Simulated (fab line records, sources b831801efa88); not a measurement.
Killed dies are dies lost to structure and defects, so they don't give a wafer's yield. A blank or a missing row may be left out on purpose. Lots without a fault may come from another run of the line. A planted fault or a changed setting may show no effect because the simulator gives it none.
One fault seen from 2 desks | flow sky130 | each desk has only its own numbers; what lay behind them comes last

THE METROLOGY DESK
What the gauges read, lot by lot, whatever tool the lot ran on: means of the sampled wafers that have a number. A lot is out of limits, marked OUT, if its mean lies more than 4 standard deviations from the usual mean; the brackets give that distance.
Columns: A = PWDE_TW at SKY_PWDE_TW_MEAS_10, usual 377
lot  | first seen here | A
L611 | day 4 09:22     | 382
L613 | day 4 14:24     | 376
L615 | day 4 23:45     | 375
L616 | day 5 06:32     | 378
L617 | day 5 13:01     | 378
L618 | day 5 19:27     | 379
L619 | day 6 04:40     | 376
L622 | day 6 14:16     | 377
L624 | day 7 12:11     | 376
L628 | day 8 09:09     | 382
L627 | day 8 09:47     | 381
L629 | day 8 13:32     | 382
L633 | day 9 13:17     | 373
This desk's finding: nothing out of limits on any of the 13 lots.

THE TOOL OWNER'S DESK: wet_bench-01
The tool's own readings at SKY_FIELD_ISO_WET_ETCH_30 (etches SiO2 in dHF, target depth 25 nm, time 50 s): means of the sampled wafers that have a number, for each lot that ran on this tool. A lot is out of limits, marked OUT, if its mean lies more than 4 standard deviations from the usual mean; the brackets give that distance.
Columns: A = run_length_s at SKY_FIELD_ISO_WET_ETCH_30, usual 78.8 s
lot  | first seen here | A
L613 | day 3 03:19     | 80.6
L615 | day 3 11:56     | 78.2
L616 | day 3 19:22     | 77.8
L619 | day 4 13:25     | 79.4
L628 | day 6 13:16     | 103.6 (+8.9) OUT
L627 | day 6 13:41     | 102.1 (+8.3) OUT
This desk's finding: out of limits on L627, L628; first on L628, day 6 13:16 (run_length_s at SKY_FIELD_ISO_WET_ETCH_30). In limits: L613, L615, L616, L619.

PUT TOGETHER
The tool owner's desk could have raised an alarm at day 6 13:16, on L627, L628.
The metrology desk saw nothing out of limits.
The metrology desk has L627, L628 on record, within its limits.
Of the lots named, all ran SKY_FIELD_ISO_WET_ETCH_30 on wet_bench-01.

WHAT THE SIMULATOR HAD PUT IN
Process parameter drift: wet_bench-01, from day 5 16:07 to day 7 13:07, at SKY_FIELD_ISO_WET_ETCH_30. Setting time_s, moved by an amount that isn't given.
Lots struck among those shown: L627, L628.
Hours from the fault's start to each desk's first reading out of limits: the tool owner's desk, 21.
